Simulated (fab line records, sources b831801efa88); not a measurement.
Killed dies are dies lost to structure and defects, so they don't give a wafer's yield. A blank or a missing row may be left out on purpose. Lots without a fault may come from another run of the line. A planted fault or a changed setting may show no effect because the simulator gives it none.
fab line records | flow sky130
record lots=5 wafers=15 last_day=48
route steps=708 shown PAD_OPEN@696
lots that met no fault: from a run of the same line without faults
start_h: hours from the record's first day to the start of the lot's first wafer shown | wait_h: hours since the lot's step before | " the same as in the row above | L1.1+2: a row that stands for several wafers | - no value, or no start given | * or withheld: withheld | < > ~ a bound
route shown NAME@n: a module of which the file shows steps, and the number in the route of the first | usual: mean/standard deviation of fault-free wafers | same: alike in all rows | chamber/n: place in a boat | sites: the reading at each site | _std_site: their standard deviation | _edge_site: outer sites' mean less inner sites' | radius_mm: how far each site lies from the wafer's centre | mask NAME#n: copy n | behind: the tool/chamber that last shaped the wafer | hold: why the lot was held/for how many hours/how that ended | device: the transistor (n, p or np) that didn't switch | end of line: the same wafers' tests at the end of the route | a step without rows: its recipe alone | killed: dies lost to structure and defects at the first sort, not the wafer's yield | map: a wafer's dies, x killed, . not, _ none there
set.NAME: the setting as run; set.NAME@STEP: as run at that earlier step | model.NAME: the simulator's own value behind a step, which no gauge read
lots at some steps of the route; a table a step, a row a wafer
services: from which hour (start_h, from the record's first day; less than 0 if before it) a tool's chamber was out of use, for how many hours, and why
## steps
# step SKY_PAD_OPEN_COAT_02
# recipe spin_rpm=2000 resist_thk_nm=3000
# columns lot.wafer tool chamber start_h wait_h
L077.3+5+6 litho_track-01 0 1081.82 0.1
L081.4+5+6 litho_track-03 0 1103.84 0.1
L082.2+3+5 litho_track-03 0 1108.54 0.1
L086.1+4+6 litho_track-02 0 1133.76 0.1
L088.2+3+5 litho_track-01 0 1146.14 0.1
# step SKY_PAD_OPEN_SOFTBAKE_03
# recipe temp_c=110 time_s=withheld
# columns lot.wafer tool chamber start_h wait_h
L077.3+5+6 litho_track-01 0 1081.98 0.1
L081.4+5+6 litho_track-03 0 1104.01 0.1
L082.2+3+5 litho_track-03 0 1108.70 0.1
L086.1+4+6 litho_track-02 0 1133.91 0.1
L088.2+3+5 litho_track-01 0 1146.30 0.1
# step SKY_PAD_OPEN_EXPOSE_04
# recipe mask_id=PDM target_cd_nm=60000 na=0.57 dose_mj=260
# same na=0.57
# columns lot.wafer tool chamber start_h wait_h mask
L077.3+5+6 iline_stepper-02 0 - - PDM#0
L081.4+5+6 iline_stepper-01 0 - - PDM#0
L082.2+3+5 iline_stepper-02 0 - - PDM#0
L086.1+4+6 iline_stepper-02 0 - - PDM#0
L088.2+3+5 iline_stepper-02 0 - - PDM#0
# step SKY_PAD_OPEN_PEB_05
# recipe temp_c=115 time_s=withheld
# columns lot.wafer tool chamber start_h wait_h
L077.3+5+6 litho_track-03 0 - -
L081.4+5+6 litho_track-02 0 - -
L082.2+3+5 litho_track-03 0 - -
L086.1+4+6 litho_track-02 0 - -
L088.2+3+5 litho_track-01 0 - -
# step SKY_PAD_OPEN_DEVELOP_06
# recipe develop_time_s=60 dev_temp_c=23
# columns lot.wafer tool chamber start_h wait_h
L077.3+5+6 litho_track-03 0 - -
L081.4+5+6 litho_track-02 0 - -
L082.2+3+5 litho_track-03 0 - -
L086.1+4+6 litho_track-02 0 - -
L088.2+3+5 litho_track-01 0 - -
# step SKY_PAD_OPEN_ETCH_07
# recipe chemistry=CF4/O2 target_depth_nm=725 stop_on=AlCu source_w=800 bias_w=150 pressure_mtorr=150 cf4_flow_sccm=80 O2_flow_sccm=10 time_s=161.1
# usual drypump_motor_current_A=5.7/0.34 oes_product_au=0.975/0.0079 throttle_valve_pct=5.962/0.01
# columns lot.wafer tool chamber start_h wait_h drypump_motor_current_A oes_product_au rf_hours_counter_h throttle_valve_pct
L077.3 rie_diel-01 3 1091.71 - 6.1 0.976 16 5.973
L077.5 " 2 " " 5.4 0.975 - 5.973
L077.6 " 1 " " 5.5 0.974 - 5.981
L081.4 rie_diel-03 2 1113.66 - 5.6 0.978 - 5.974
L081.5 " 3 " " 5.8 0.976 - 5.963
L081.6 " 0 " " 6.0 0.985 - 5.964
L082.2 rie_diel-03 3 1117.81 - 5.9 0.972 22 5.974
L082.3 " 1 " " 6.0 0.973 24 5.967
L082.5 " 0 " " 6.0 0.979 - 5.983
L086.1 rie_diel-01 1 1143.26 - 5.6 0.974 18 5.972
L086.4 " 1 " " 5.6 0.976 - 5.988
L086.6 " 2 " " 5.3 0.985 - 5.963
L088.2 rie_diel-01 3 1155.02 - 6.1 0.965 19 5.951
L088.3 " 2 " " 5.3 0.958 17 5.967
L088.5 " 2 " " 5.3 0.970 - 5.963
# step SKY_PAD_OPEN_STRIP_08
# recipe chemistry=O2/N2 power_w=1400 pressure_mtorr=1500 platen_temp_c=withheld overash_fraction=0.7 o2_flow_sccm=3000 n2_flow_sccm=300
# usual drypump_motor_current_A=5.8/0.49 o2_flow_sccm=3001/9.6 oes_product_au=0.663/0.005 strip_time_to_endpoint_s=37.09/0.12
# columns lot.wafer tool chamber start_h wait_h drypump_motor_current_A o2_flow_sccm oes_product_au rf_hours_counter_h strip_time_to_endpoint_s
L077.3 plasma_asher-02 1 1091.85 0.1 5.1 3012 0.659 - 37.10
L077.5 " 1 " " 5.1 3008 0.665 - 37.00
L077.6 " 0 " " 5.8 2999 0.664 - 37.11
L081.4 plasma_asher-03 0 1113.75 0.0 6.2 3009 0.659 - 36.92
L081.5 " 0 " " 6.2 3022 0.672 - 36.92
L081.6 " 1 " " 6.2 2985 0.665 - 36.90
L082.2 plasma_asher-02 0 1117.92 0.1 5.9 2990 0.660 68 37.29
L082.3 " 0 " " 5.9 2980 0.668 - 37.22
L082.5 " 1 " " 5.2 2997 0.659 - 37.26
L086.1 plasma_asher-01 0 1143.37 0.1 5.8 2999 0.669 108 37.08
L086.4 " 0 " " 5.8 3002 0.657 - 37.08
L086.6 " 1 " " 4.9 3006 0.672 - 37.09
L088.2 plasma_asher-03 0 1155.12 0.1 6.2 3021 0.670 41 36.83
L088.3 " 1 " " 6.2 2990 0.660 - 36.85
L088.5 " 1 " " 6.2 3003 0.663 - 36.96
# step SKY_PAD_OPEN_STRIP_09
# recipe chemistry=post_etch_residue_remover time_s=1244 temp_c=72.5
# usual bath_guard_temp_C=72.5/0.6 bath_heat_duty_pct=14.2/1.3
# columns lot.wafer tool chamber start_h wait_h bath_guard_temp_C bath_heat_duty_pct
L077.3 wet_bench-01 1 1092.09 0.2 73.7 14.4
L077.5 " 1 " " 73.4 14.7
L077.6 " 1 " " 73.5 13.6
L081.4 wet_bench-04 2 1113.82 0.0 71.9 12.7
L081.5 " 2 " " 72.0 13.8
L081.6 " 2 " " 72.3 15.1
L082.2 wet_bench-02 2 1118.02 0.1 72.0 14.5
L082.3 " 2 " " 72.0 16.5
L082.5 " 2 " " 72.4 14.7
L086.1 wet_bench-01 3 1143.47 0.1 72.2 13.6
L086.4 " 3 " " 72.3 13.6
L086.6 " 3 " " 72.3 13.6
L088.2 wet_bench-02 1 1155.22 0.1 71.1 13.7
L088.3 " 1 " " 71.5 14.5
L088.5 " 1 " " 71.8 14.1
# step SKY_PAD_OPEN_CLEAN_10
# recipe chemistry=IPA time_s=180 temp_c=25
# usual bath_heat_duty_pct=6.2/0.7
# columns lot.wafer tool chamber start_h wait_h bath_heat_duty_pct
L077.3 wet_bench-01 0 1092.46 0.0 5.5
L077.5 " 0 " " 5.7
L077.6 " 0 " " 5.0
L081.4 wet_bench-04 0 1114.29 0.1 6.5
L081.5 " 0 " " 6.1
L081.6 " 0 " " 6.2
L082.2 wet_bench-01 3 1118.36 0.0 6.1
L082.3 " 3 " " 5.5
L082.5 " 3 " " 5.5
L086.1 wet_bench-01 0 1143.87 0.1 6.0
L086.4 " 0 " " 5.7
L086.6 " 0 " " 5.5
L088.2 wet_bench-02 2 - - 6.5
L088.3 " 2 " " 6.6
L088.5 " 2 " " 6.8
# step SKY_PAD_OPEN_CLEAN_11
# recipe chemistry=O3/DIW dry=n2_spin
# columns lot.wafer tool chamber start_h wait_h
L077.3+5+6 wet_bench-01 3 1092.52 0.0
L081.4+5+6 wet_bench-01 1 1114.48 0.1
L082.2+3+5 wet_bench-04 0 1118.43 0.0
L086.1+4+6 wet_bench-02 0 1143.97 0.0
L088.2+3+5 wet_bench-02 3 1155.62 0.0
# step SKY_PAD_OPEN_ANNEAL_12
# recipe temp_c=403.2 time_s=withheld ambient=N2/H2 idle_temp_c=300 ramp_up_c_per_min=8 ramp_down_c_per_min=4
# usual zone_power_top_pct=11.0/1
# columns lot.wafer tool chamber start_h wait_h zone_power_top_pct
L077.3 furnace-01 0 1092.62 0.0 9.9
L077.5 " 0 " " 9.9
L077.6 " 0 " " 9.7
L081.4 furnace-01 0 1114.58 0.0 9.7
L081.5 " 0 " " 9.7
L081.6 " 0 " " 10.0
L082.2 furnace-02 0 1118.53 0.0 12.1
L082.3 " 0 " " 12.1
L082.5 " 0 " " 12.0
L086.1 furnace-02 0 1144.06 0.0 12.2
L086.4 " 0 " " 11.8
L086.6 " 0 " " 11.8
L088.2 furnace-01 0 1155.71 0.0 9.9
L088.3 " 0 " " 10.0
L088.5 " 0 " " 9.7
# step SKY_PAD_OPEN_BOW_MEAS_13
# recipe mode=bow
# usual PAD_OPEN_BOW=44/7.8
# columns lot.wafer tool chamber start_h wait_h PAD_OPEN_BOW[um]
L077.3 film_metro-02 - 1094.16 - 49
L077.5 " - " " 45
L077.6 " - " " 47
L081.4 film_metro-02 - 1116.14 - 53
L081.5 " - " " 43
L081.6 " - " " 60
L082.2 film_metro-02 - 1120.05 - 42
L082.3 " - " " 44
L082.5 " - " " 45
L086.1 film_metro-01 - 1145.56 - 49
L086.4 " - " " 48
L086.6 " - " " 55
L088.2 film_metro-02 - 1157.23 - 42
L088.3 " - " " 65
L088.5 " - " " 49
## services
# columns tool chamber start_h hours kind
iline_stepper-02 0 1064.59 - calibration
plasma_asher-01 - 1073.74 2.8 pm
rie_diel-03 - 1083.61 0.2 repair
iline_stepper-01 - 1086.78 1.7 pm
plasma_asher-02 - 1099.79 14.6 pm
rie_diel-03 - 1102.33 4.3 pm
iline_stepper-01 - 1107.74 11.7 repair
rie_diel-03 1 1109.09 8.2 repair
furnace-02 - 1114.50 3.8 pm
iline_stepper-01 - 1120.02 - calibration
rie_diel-01 0 1137.39 25.3 repair
furnace-01 - 1145.01 7.8 pm
rie_diel-01 1 1145.75 1.6 repair
furnace-01 - 1152.86 2.6 pm
iline_stepper-02 - 1155.54 2.1 pm
## key
fault none
